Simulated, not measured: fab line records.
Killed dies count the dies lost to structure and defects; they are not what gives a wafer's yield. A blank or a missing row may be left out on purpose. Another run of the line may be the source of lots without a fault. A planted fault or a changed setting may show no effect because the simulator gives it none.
Which tool was responsible? | flow gf180mcu | 33 wafers from 11 lots sampled at 5 of the route's 602 steps

WHAT EACH GAUGE READ, for each wafer
GF_NWELL_OVL_MEAS_07. Usual: for NWELL_OVL the level is -0.9 nm and the standard deviation is 1.3.
lot  | measured    | on         | NWELL_OVL (nm) | flag
L106 | day 3 12:31 | overlay-01 | -0.5 0.3 0.3   |
L115 | day 5 14:08 | overlay-02 | - - -          | OFF
L118 | day 6 04:02 | overlay-01 | -1.0 -0.7 -1.0 |
L119 | day 6 09:43 | overlay-01 | -1.0 1.4 -1.0  |
L120 | day 6 18:38 | overlay-01 | -2.3 -1.9 -1.3 |
L121 | day 6 22:43 | overlay-02 | -1.8 -1.5 -0.8 |
L122 | day 7 06:08 | overlay-01 | -2.2 -2.2 -4.4 |
L124 | day 7 16:28 | overlay-02 | -0.7 -1.2 -2.1 |
L126 | day 8 02:58 | overlay-01 | -1.4 0.2 -0.9  |
L127 | day 8 08:01 | overlay-02 | -1.6 -2.0 -3.2 |
L128 | day 8 15:02 | overlay-01 | 2.1 2.3 2.0    |

GF_NWELL_TW_MEAS_11. Usual: for NWELL_TW the level is 1580 and the standard deviation is 11.
lot  | measured    | on            | NWELL_TW       | flag
L106 | day 3 12:57 | film metro-01 | 1592 1590 1586 |
L115 | day 5 14:34 | film metro-03 | 30 30 30       | OFF
L118 | day 6 04:28 | film metro-01 | 1595 1591 1590 |
L119 | day 6 10:10 | film metro-01 | 1589 1591 1590 |
L120 | day 6 19:05 | film metro-01 | 1600 1593 1598 |
L121 | day 6 23:10 | film metro-01 | 1595 1597 1597 |
L122 | day 7 06:34 | film metro-03 | 1579 1580 1582 |
L124 | day 7 16:55 | film metro-01 | 1596 1600 1592 |
L126 | day 8 03:24 | film metro-04 | 1562 1575 1567 |
L127 | day 8 08:27 | film metro-04 | 1569 1570 1566 |
L128 | day 8 15:29 | film metro-04 | 1570 1569 1570 |

GF_PSD_RS_MEAS_14: measurement is done with a four-point probe. Usual: for NSD_RS the level is 46.21 ohm/sq and the standard deviation is 0.089.
lot  | measured     | on            | NSD_RS (ohm/sq)   | flag
L106 | day 14 16:04 | film metro-03 | 46.09 46.13 46.07 |
L115 | day 17 19:17 | film metro-04 | 46.27 46.12 46.16 |
L118 | day 18 18:25 | film metro-04 | 46.32 46.29 46.29 |
L119 | day 19 05:40 | film metro-03 | 46.19 46.14 46.19 |
L120 | day 19 19:22 | film metro-04 | 46.12 46.24 46.26 |
L121 | day 20 00:17 | film metro-03 | 46.22 46.21 46.15 |
L122 | day 20 12:37 | film metro-02 | 46.28 46.24 46.18 |
L124 | day 20 23:42 | film metro-02 | 46.28 46.24 46.31 |
L126 | day 21 14:22 | film metro-02 | 46.11 46.15 46.21 |
L127 | day 21 23:05 | film metro-04 | 46.28 46.25 46.21 |
L128 | day 22 09:11 | film metro-04 | 46.07 46.22 46.26 |

WHICH TOOL RAN EACH LOT (tool, then ch and the chambers of the sampled wafers, then the start)
lot  | GF_STI_ETCH_13                    | GF_NWELL_EXPOSE_04
L106 | rie diel-02 ch 0,1,2, day 2 06:08 | iline stepper-02 ch 0, day 3 06:39
L115 | rie diel-02 ch 0,2, day 4 04:29   | iline stepper-01 ch 0, day 5 06:58
L118 | rie diel-02 ch 0,1,3, day 4 19:32 | iline stepper-01 ch 0, day 5 20:49
L119 | rie diel-03 ch 1,3, day 5 00:42   | iline stepper-01 ch 0, day 6 02:51
L120 | rie diel-02 ch 0,2, day 5 08:21   | iline stepper-02 ch 0, day 6 11:07
L121 | rie diel-03 ch 0,3, day 5 11:18   | iline stepper-02 ch 0, day 6 14:59
L122 | rie diel-01 ch 0,3, day 5 18:02   | iline stepper-01 ch 0, day 6 22:32
L124 | rie diel-02 ch 1,2,3, day 6 02:47 | iline stepper-02 ch 0, day 7 08:46
L126 | rie diel-01 ch 1,2,3, day 6 13:53 | iline stepper-01 ch 0, day 7 19:11
L127 | rie diel-02 ch 1,2,3, day 6 18:36 | iline stepper-01 ch 0, day 7 23:47
L128 | rie diel-01 ch 1,2, day 7 00:53   | iline stepper-02 ch 0, day 8 07:02
- GF_STI_ETCH_13: etches the open film in CHF3/O2, stops on Si, target depth 282.31 nm, time 112.9 s.
- GF_NWELL_EXPOSE_04: exposes mask Nwell, target cd 860 nm.

AS READ BY THE TOOLS THEMSELVES (means over the sampled wafers that have a number; for cases with no such wafer, the mark the record gives instead)
GF_STI_ETCH_13. Usual: bias w 200.0 W, standard deviation 0.57; chamber pressure mTorr 40.00 mTorr, standard deviation 0.034; drypump motor current A 5.7 A, standard deviation 0.41; oes product au 0.853 a.u., standard deviation 0.0062; throttle valve pct 8.817 %, standard deviation 0.01.
lot  | tool        | bias w (W) | chamber pressure mTorr (mTorr) | drypump motor current A (A) | oes product au (a.u.) | throttle valve pct (%) | flag
L106 | rie diel-02 | 199.8      | 39.99                          | 5.8                         | 0.846                 | 8.816                  |
L115 | rie diel-02 | 200.2      | 40.01                          | 5.5                         | 0.849                 | 8.818                  |
L118 | rie diel-02 | 199.4      | 40.01                          | 6.0                         | 0.845                 | 8.826                  |
L119 | rie diel-03 | 200.8      | 40.04                          | 5.8                         | 0.858                 | 8.814                  |
L120 | rie diel-02 | 199.8      | 40.02                          | 5.5                         | 0.847                 | 8.818                  |
L121 | rie diel-03 | 199.2      | 40.02                          | 6.5                         | 0.855                 | 8.812                  |
L122 | rie diel-01 | 199.7      | 40.00                          | 5.7                         | 0.852                 | 8.815                  |
L124 | rie diel-02 | 200.2      | 40.00                          | 5.5                         | 0.854                 | 8.811                  |
L126 | rie diel-01 | 200.3      | 40.01                          | 5.7                         | 0.851                 | 8.820                  |
L127 | rie diel-02 | 200.1      | 39.97                          | 5.5                         | 0.846                 | 8.826                  |
L128 | rie diel-01 | 199.7      | 40.00                          | 5.7                         | 0.852                 | 8.815                  |

GF_NWELL_EXPOSE_04. Usual: focus offset nm 0.0 nm, standard deviation 0.52; reticle temp C 22.99 C, standard deviation 0.11.
lot  | tool             | focus offset nm (nm) | reticle temp C (C) | flag
L106 | iline stepper-02 | 0.0                  | 23.01              |
L115 | iline stepper-01 | 0.1                  | 23.03              |
L118 | iline stepper-01 | -0.0                 | 23.13              |
L119 | iline stepper-01 | 0.3                  | 23.07              |
L120 | iline stepper-02 | 0.2                  | 22.93              |
L121 | iline stepper-02 | -0.2                 | 22.93              |
L122 | iline stepper-01 | -0.1                 | 22.92              |
L124 | iline stepper-02 | 0.8                  | 22.90              |
L126 | iline stepper-01 | 0.4                  | 23.02              |
L127 | iline stepper-01 | -0.6                 | 22.94              |
L128 | iline stepper-02 | -0.0                 | 23.04              |

THE ANSWER, worked out from the rows above alone
Rule: lot off if the mean of its wafers having a number is beyond 3 standard deviations from the usual mean. A lot without any number at a reading at which 4 lots or more have one is off too. Any other lot the step has rows for is counted as sound. The gauges are gone through in route order, then the tools' own readings, and for those a lot's mean is taken as printed above. At the first step where some lot is off, the reading lying furthest off is the one used; lots without a number count as furthest.
Off: at GF_NWELL_OVL_MEAS_07 (NWELL_OVL), L115. Without a number there: L115.
If a tool, at a process step before that reading, ran all the lots that are off and no sound lot after the first of them, it fits. Not tried: the gauges at GF_NWELL_OVL_MEAS_07; whatever is off there is also off at GF_NWELL_TW_MEAS_11, on other tools, and gauge error can't account for it. None of those tried fits.

WHAT HAD BEEN PUT IN BY THE SIMULATOR
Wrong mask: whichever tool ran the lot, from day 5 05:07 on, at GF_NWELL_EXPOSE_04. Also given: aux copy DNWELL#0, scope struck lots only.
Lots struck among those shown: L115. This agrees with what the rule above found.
